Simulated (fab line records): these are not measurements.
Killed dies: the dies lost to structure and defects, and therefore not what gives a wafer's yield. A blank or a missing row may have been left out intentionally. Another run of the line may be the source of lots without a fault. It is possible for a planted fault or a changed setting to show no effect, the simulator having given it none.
Which of the tools did it? -- flow gf180mcu -- Sampling: 13 lots, 39 wafers, 6 of 602 route steps

WHAT EACH GAUGE READ, for each wafer
GF_STI_CD_MEAS_12: the cd target is 220 nm.
lot,measured,on,cd_nm (nm)
L121,day 2 02:10,cd_sem-02,219.7 220.6 220.6
L122,day 2 08:05,cd_sem-02,219.4 218.9 220.7
L123,day 2 11:35,cd_sem-02,218.2 218.8 219.0
L124,day 2 17:37,cd_sem-01,218.4 219.7 218.6
L128,day 3 14:05,cd_sem-01,218.2 217.9 217.5
L131,day 4 05:52,cd_sem-02,220.9 221.5 221.8
L132,day 4 09:28,cd_sem-01,220.3 219.5 220.4
L133,day 4 15:47,cd_sem-01,221.8 221.5 220.8
L137,day 5 11:35,cd_sem-02,219.6 218.9 220.9
L138,day 5 15:29,cd_sem-02,218.7 218.0 220.1
L139,day 6 00:37,cd_sem-02,218.8 217.1 217.6
L141,day 6 10:17,cd_sem-01,217.5 218.7 217.9
L144,day 6 23:31,cd_sem-02,221.1 221.4 221.4

GF_LVPWELL_TW_MEAS_11.
lot,measured,on,LVPWELL_TW
L121,day 3 22:52,film_metro-02,562 562 562
L122,day 4 03:10,film_metro-03,553 553 553
L123,day 4 08:34,film_metro-02,560 561 561
L124,day 4 13:46,film_metro-02,560 563 561
L128,day 5 14:10,film_metro-02,564 560 565
L131,day 6 05:10,film_metro-03,559 558 561
L132,day 6 09:08,film_metro-03,574 576 574
L133,day 6 14:38,film_metro-01,577 574 573
L137,day 7 18:50,film_metro-02,565 562 560
L138,day 7 22:04,film_metro-03,556 552 555
L139,day 8 05:41,film_metro-02,556 559 562
L141,day 8 16:26,film_metro-01,561 563 564
L144,day 9 06:05,film_metro-03,560 560 560

GF_VT_IMPLANT_RS_MEAS_46: measures by four-point-probe.
lot,measured,on,MVSD_RS (ohm/sq)
L121,day 7 13:17,film_metro-03,456.6 456.8 456.1
L122,day 7 19:20,film_metro-03,456.2 456.9 458.4
L123,day 8 02:20,film_metro-03,458.4 457.3 456.8
L124,day 8 10:28,film_metro-02,455.9 455.9 457.0
L128,day 9 13:13,film_metro-01,457.3 457.4 456.0
L131,day 10 09:15,film_metro-01,456.7 457.1 457.9
L132,day 10 11:52,film_metro-01,457.5 456.7 455.7
L133,day 10 20:09,film_metro-03,455.0 455.7 456.6
L137,day 12 03:47,film_metro-01,459.2 458.7 458.4
L138,day 12 08:41,film_metro-01,456.8 457.6 455.5
L139,day 12 19:22,film_metro-02,454.9 455.5 453.6
L141,day 13 07:40,film_metro-02,455.1 455.5 456.1
L144,day 13 23:19,film_metro-02,455.4 456.0 456.5

GF_VT_IMPLANT_RS_MEAS_48: measures by four-point-probe.
lot,measured,on,LVPWELL_RS (ohm/sq)
L121,day 7 13:31,film_metro-03,1199.5 1198.4 1199.4
L122,day 7 19:34,film_metro-03,1199.3 1196.7 1197.3
L123,day 8 02:34,film_metro-03,1197.5 1199.1 1198.0
L124,day 8 10:43,film_metro-02,1193.2 1194.4 1190.2
L128,day 9 13:28,film_metro-01,1201.7 1198.6 1201.3
L131,day 10 09:29,film_metro-01,1198.4 1200.1 1202.3
L132,day 10 12:07,film_metro-01,1143.3 1140.6 1143.1
L133,day 10 20:23,film_metro-03,1141.4 1145.9 1142.7
L137,day 12 04:01,film_metro-01,1194.3 1197.9 1197.7
L138,day 12 08:55,film_metro-01,1197.0 1193.8 1196.9
L139,day 12 19:36,film_metro-02,1199.4 1201.8 1197.4
L141,day 13 07:55,film_metro-02,1200.2 1198.7 1197.1
L144,day 13 23:34,film_metro-02,1200.8 1202.7 1198.2

GF_DUAL_GATE_OVL_MEAS_11.
lot,measured,on,DUAL_GATE_OVL (nm)
L121,day 8 07:22,overlay-02,0.6 -0.2 0.5
L122,day 8 12:59,overlay-01,1.7 1.4 1.1
L123,day 8 21:29,overlay-02,1.4 1.3 1.5
L124,day 9 05:26,overlay-02,-0.2 1.4 -0.5
L128,day 10 10:22,overlay-02,-1.0 -0.7 -1.5
L131,day 11 05:49,overlay-02,0.2 -0.5 -0.3
L132,day 11 08:56,overlay-02,-0.5 -0.2 1.0
L133,day 11 16:19,overlay-01,-0.5 1.5 -0.7
L137,day 13 02:22,overlay-02,-0.1 1.7 0.3
L138,day 13 06:20,overlay-01,1.1 1.1 0.1
L139,day 13 17:25,overlay-01,0.5 1.2 1.1
L141,day 14 05:19,overlay-01,1.1 1.4 1.0
L144,day 14 22:53,overlay-02,2.2 2.2 1.4

TOOL THAT RAN EACH LOT (tool first, then ch and the chambers of the sampled wafers, then the start)
lot,GF_LVPWELL_IMPLANT_08
L121,"implanter-01 ch 0, day 3 22:28"
L122,"implanter-01 ch 0, day 4 02:46"
L123,"implanter-01 ch 0, day 4 08:10"
L124,"implanter-01 ch 0, day 4 13:23"
L128,"implanter-03 ch 0, day 5 13:49"
L131,"implanter-04 ch 0, day 6 04:46"
L132,"implanter-01 ch 0, day 6 08:46"
L133,"implanter-01 ch 0, day 6 14:14"
L137,"implanter-04 ch 0, day 7 18:26"
L138,"implanter-04 ch 0, day 7 21:41"
L139,"implanter-03 ch 0, day 8 05:17"
L141,"implanter-03 ch 0, day 8 16:05"
L144,"implanter-04 ch 0, day 9 05:41"
- GF_LVPWELL_IMPLANT_08

AS READ BY THE TOOLS THEMSELVES (means over the sampled wafers that have a number; for cases with no such wafer, the mark the record gives instead)
GF_LVPWELL_IMPLANT_08.
lot,tool,beam_on_s (s),dose_ions_cm2,faraday_current_uA,tilt_deg (degrees)
L121,implanter-01,10.07,1.4979e+13,84.1,0.000
L122,implanter-01,9.92,1.4999e+13,85.4,0.023
L123,implanter-01,10.03,1.4974e+13,84.1,-0.017
L124,implanter-01,10.00,1.5005e+13,84.6,-0.044
L128,implanter-03,10.02,1.4996e+13,84.4,-0.004
L131,implanter-04,10.04,1.4998e+13,84.1,0.035
L132,implanter-01,9.86,1.6407e+13,93.8,0.009
L133,implanter-01,10.06,1.6379e+13,91.9,-0.020
L137,implanter-04,10.08,1.5008e+13,83.7,0.018
L138,implanter-04,10.04,1.4994e+13,84.3,-0.054
L139,implanter-03,9.98,1.5020e+13,84.9,0.004
L141,implanter-03,10.16,1.5000e+13,83.2,-0.007
L144,implanter-04,9.97,1.4975e+13,85.1,-0.024

THE ANSWER, worked out from the rows above alone
Rule: usual is defined by the lots themselves. The widest of any qualifying gaps counts: lots, ordered by their means at a reading, are off when they make up no more than a third of the lots, leave a main group of 4 or more, and stand apart from it by 3 or more times the standard deviation of that group's means. Not used: any main group whose means are identical at the precision the tables above print for the reading. A lot without any number at a reading at which 4 lots or more have one is off too. All remaining lots with rows at the step are treated as sound. The gauges are gone through in route order, then the tools' own readings, and for those a lot's mean is taken as printed above. The first step at which some lot is off is used, and at that step the reading that is off furthest; a lot without a number counts as furthest.
Off: L132, L133, at GF_LVPWELL_TW_MEAS_11 (LVPWELL_TW). For the main group the mean is 560 and the standard deviation 3.2.
A tool fits if, at a process step before that reading, it ran every lot that is off, and no sound lot after the first of them. The gauges at GF_LVPWELL_TW_MEAS_11 aren't tried: what is off there is off at GF_LVPWELL_IMPLANT_08 too, on other tools, and a gauge's error can't cause that. One candidate fits, namely implanter-01 at GF_LVPWELL_IMPLANT_08. A fault onset in the window from L124 (day 4 13:23, its last sound lot) to L132 (day 6 08:46, its first lot off) fits.
The tool's own readings at GF_LVPWELL_IMPLANT_08 bear it out: on the lots that are off they differ by more than 5 times the standard deviation of the sound lots' means. dose_ions_cm2 reads 1.6393e+13 there against 1.4995e+13 on the sound lots; faraday_current_uA reads 92.8 there against 84.4 on the sound lots.

WHAT HAD BEEN PUT IN BY THE SIMULATOR
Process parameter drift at GF_LVPWELL_IMPLANT_08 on implanter-01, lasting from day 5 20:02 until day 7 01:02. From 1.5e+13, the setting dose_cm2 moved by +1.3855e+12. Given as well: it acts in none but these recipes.
Shown lots that were struck: L132, L133. This agrees with what the rule above found.
